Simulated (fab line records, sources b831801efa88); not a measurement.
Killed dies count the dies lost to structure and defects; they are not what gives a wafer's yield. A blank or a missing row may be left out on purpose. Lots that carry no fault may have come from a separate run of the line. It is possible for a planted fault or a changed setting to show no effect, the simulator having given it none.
Which tool did it?	flow sky130	at 1 step of a route of 708, 6 lots with 18 wafers sampled

## WHAT THE GAUGES READ, wafer by wafer
SKY_LOCAL_INTERCONNECT_CD_MEAS_11: the cd target is 170 nm.
lot	measured	on	cd-nm (nm)
L483	day 30 18:11	cd-sem-02	168.2 169.1 168.6
L485	day 31 17:09	cd-sem-01	172.8 171.7 171.6
L488	day 33 20:56	cd-sem-01	168.0 166.2 168.9
L493	day 35 01:25	cd-sem-01	168.3 168.8 169.2
L497	day 35 22:43	cd-sem-01	169.8 170.3 171.3
L504	day 37 12:19	cd-sem-02	169.7 169.1 169.2

## TOOL THAT RAN EACH LOT (tool first, then ch and the chambers of the sampled wafers, then the start)
Record: no process step prior to these readings.

## THE ANSWER, worked out from the rows above alone
Rule: usual is defined by the lots themselves. Put in order of their means at a reading, lots are off if they are a third of the lots or fewer, leave a main group of 4 or more, and stand apart from it by a gap of 3 or more times the standard deviation of the main group's means; of several such gaps the widest counts. Not used: any main group whose means are identical at the precision the tables above print for the reading. A lot without any number at a reading at which 4 lots or more have one is off too. All remaining lots with rows at the step are treated as sound.
Across all readings shown, no lot is off: no conclusion can be drawn from this.

## WHAT THE SIMULATOR HAD INSERTED
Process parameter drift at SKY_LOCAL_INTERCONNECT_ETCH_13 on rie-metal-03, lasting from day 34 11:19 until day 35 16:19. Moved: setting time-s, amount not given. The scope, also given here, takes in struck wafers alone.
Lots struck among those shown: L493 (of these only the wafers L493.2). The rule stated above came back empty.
